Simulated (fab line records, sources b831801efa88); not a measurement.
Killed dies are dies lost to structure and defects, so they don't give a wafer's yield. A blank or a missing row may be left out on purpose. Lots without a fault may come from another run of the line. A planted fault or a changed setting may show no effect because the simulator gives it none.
One fault seen from 2 desks | flow gf180mcu | each desk has only its own numbers; what lay behind them comes last

THE TOOL OWNER'S DESK: cmp-01
The tool's own readings at GF_V4_CMP_04 (polishes SiO2): means of the sampled wafers that have a number, for each lot that ran on this tool. A lot is out of limits, marked OUT, if its mean lies more than 4 standard deviations from the usual mean; the brackets give that distance.
Columns: A = motor_current_A at GF_V4_CMP_04, usual 11.7 A; B = slurry_filter_dp_kPa at GF_V4_CMP_04, usual 13.49 kPa; C = time_to_endpoint_s at GF_V4_CMP_04, usual 82 s
lot  | first seen here | A    | B     | C
L221 | day 23 13:23    | 11.6 | 13.56 | 86
L223 | day 24 09:06    | 11.2 | 13.56 | 77
L225 | day 24 22:46    | 11.6 | 13.37 | 75
L230 | day 26 15:02    | 11.4 | 13.45 | 87
L238 | day 29 06:17    | 11.9 | 13.42 | 74
L242 | day 30 06:05    | 11.2 | 13.60 | 75
This desk's finding: nothing out of limits on any of the 6 lots.

THE METROLOGY DESK
What the gauges read, lot by lot, whatever tool the lot ran on: means of the sampled wafers that have a number. A lot is out of limits, marked OUT, if its mean lies more than 4 standard deviations from the usual mean; the brackets give that distance.
Columns: A = M4_ALCU_RS at GF_M4_RS_MEAS_05, usual 0.0695 ohm/sq; B = cd_nm at GF_V4_CD_MEAS_14, usual 260.5 nm
lot  | first seen here | A      | B
L221 | day 22 13:50    | 0.0699 | 259.8
L223 | day 23 10:02    | 0.0687 | 258.8
L225 | day 23 23:49    | 0.0698 | 259.8
L230 | day 25 17:38    | 0.0697 | 261.5
L233 | day 26 17:50    | 0.0702 | 260.0
L236 | day 27 14:26    | 0.0689 | 260.5
L238 | day 28 09:25    | 0.0698 | 259.3
L239 | day 28 11:08    | 0.0689 | 261.6
L240 | day 28 14:58    | 0.0714 | 261.2
L242 | day 29 10:10    | 0.0708 | 262.4
L243 | day 29 13:58    | 0.0692 | 258.8
L244 | day 29 17:40    | 0.0693 | 262.3
This desk's finding: nothing out of limits on any of the 12 lots.

PUT TOGETHER
The tool owner's desk saw nothing out of limits.
The metrology desk saw nothing out of limits.

WHAT THE SIMULATOR HAD PUT IN
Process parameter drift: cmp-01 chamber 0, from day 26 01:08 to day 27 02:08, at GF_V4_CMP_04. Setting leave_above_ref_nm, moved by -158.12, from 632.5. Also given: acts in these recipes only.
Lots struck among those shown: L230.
